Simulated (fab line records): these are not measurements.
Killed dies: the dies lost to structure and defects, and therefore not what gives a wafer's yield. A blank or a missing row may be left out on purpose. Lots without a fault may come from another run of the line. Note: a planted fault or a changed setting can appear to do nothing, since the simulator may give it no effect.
Which of the tools did it? || flow gf180mcu || 6 lots with 18 wafers sampled at 4 steps, on a route of 602 steps

== WHAT EACH GAUGE READ, for each wafer ==
GF_VT_IMPLANT_RS_MEAS_46: measurement is done with a four-point probe.
{"lot": "L486", "measured": "day 7 19:40", "on": "film_metro-02", "MVSD_RS (ohm/sq)": "456.6 455.5 455.4"}
{"lot": "L488", "measured": "day 8 10:59", "on": "film_metro-01", "MVSD_RS (ohm/sq)": "456.0 454.8 455.6"}
{"lot": "L491", "measured": "day 9 09:49", "on": "film_metro-02", "MVSD_RS (ohm/sq)": "455.6 456.3 457.3"}
{"lot": "L500", "measured": "day 11 20:20", "on": "film_metro-04", "MVSD_RS (ohm/sq)": "458.2 457.8 457.0"}
{"lot": "L503", "measured": "day 12 12:59", "on": "film_metro-01", "MVSD_RS (ohm/sq)": "455.3 456.2 455.7"}
{"lot": "L506", "measured": "day 13 09:08", "on": "film_metro-02", "MVSD_RS (ohm/sq)": "457.8 456.8 457.6"}

== WHAT TOOL EACH LOT RAN ON (gives the tool, then ch and the chambers of the sampled wafers, and finally the start) ==
{"lot": "L486", "GF_NWELL_COAT_02": "litho_track-01 ch 0, day 3 06:12", "GF_NWELL_STRIP_10": "plasma_asher-01 ch 0,1, day 3 12:52", "GF_VT_IMPLANT_STRIP_31": "plasma_asher-03 ch 0,1, day 7 03:42"}
{"lot": "L488", "GF_NWELL_COAT_02": "litho_track-03 ch 0, day 3 18:23", "GF_NWELL_STRIP_10": "plasma_asher-03 ch 0,1, day 4 01:44", "GF_VT_IMPLANT_STRIP_31": "plasma_asher-01 ch 0,1, day 7 18:18"}
{"lot": "L491", "GF_NWELL_COAT_02": "litho_track-02 ch 0, day 4 10:23", "GF_NWELL_STRIP_10": "plasma_asher-01 ch 0,1, day 4 18:04", "GF_VT_IMPLANT_STRIP_31": "plasma_asher-01 ch 0,1, day 8 16:31"}
{"lot": "L500", "GF_NWELL_COAT_02": "litho_track-01 ch 0, day 6 09:09", "GF_NWELL_STRIP_10": "plasma_asher-03 ch 0,1, day 6 17:19", "GF_VT_IMPLANT_STRIP_31": "plasma_asher-02 ch 0,1, day 11 01:03"}
{"lot": "L503", "GF_NWELL_COAT_02": "litho_track-01 ch 0, day 7 00:18", "GF_NWELL_STRIP_10": "plasma_asher-03 ch 0,1, day 7 08:30", "GF_VT_IMPLANT_STRIP_31": "plasma_asher-02 ch 0,1, day 11 17:13"}
{"lot": "L506", "GF_NWELL_COAT_02": "litho_track-03 ch 0, day 7 16:44", "GF_NWELL_STRIP_10": "plasma_asher-01 ch 0,1, day 8 01:41", "GF_VT_IMPLANT_STRIP_31": "plasma_asher-03 ch 0,1, day 12 13:48"}
- GF_NWELL_COAT_02: resist thk 3000 nm.
- GF_NWELL_STRIP_10: strips in O2/N2.
- GF_VT_IMPLANT_STRIP_31: strips in O2/N2.

== THE ANSWER, worked out from the rows above alone ==
Rule: usual is defined by the lots themselves. Put in order of their means at a reading, lots are off if they are a third of the lots or fewer, leave a main group of 4 or more, and stand apart from it by a gap of 3 or more times the standard deviation of the main group's means; of several such gaps the widest counts. Not used: any main group whose means are identical at the precision the tables above print for the reading. Also off: a lot with no number at a reading for which 4 or more lots have one. Where the step has rows for the other lots, those lots are counted as sound.
Nothing can be told from this: no lot is off at any reading shown.

== WHAT HAD BEEN PUT IN BY THE SIMULATOR ==
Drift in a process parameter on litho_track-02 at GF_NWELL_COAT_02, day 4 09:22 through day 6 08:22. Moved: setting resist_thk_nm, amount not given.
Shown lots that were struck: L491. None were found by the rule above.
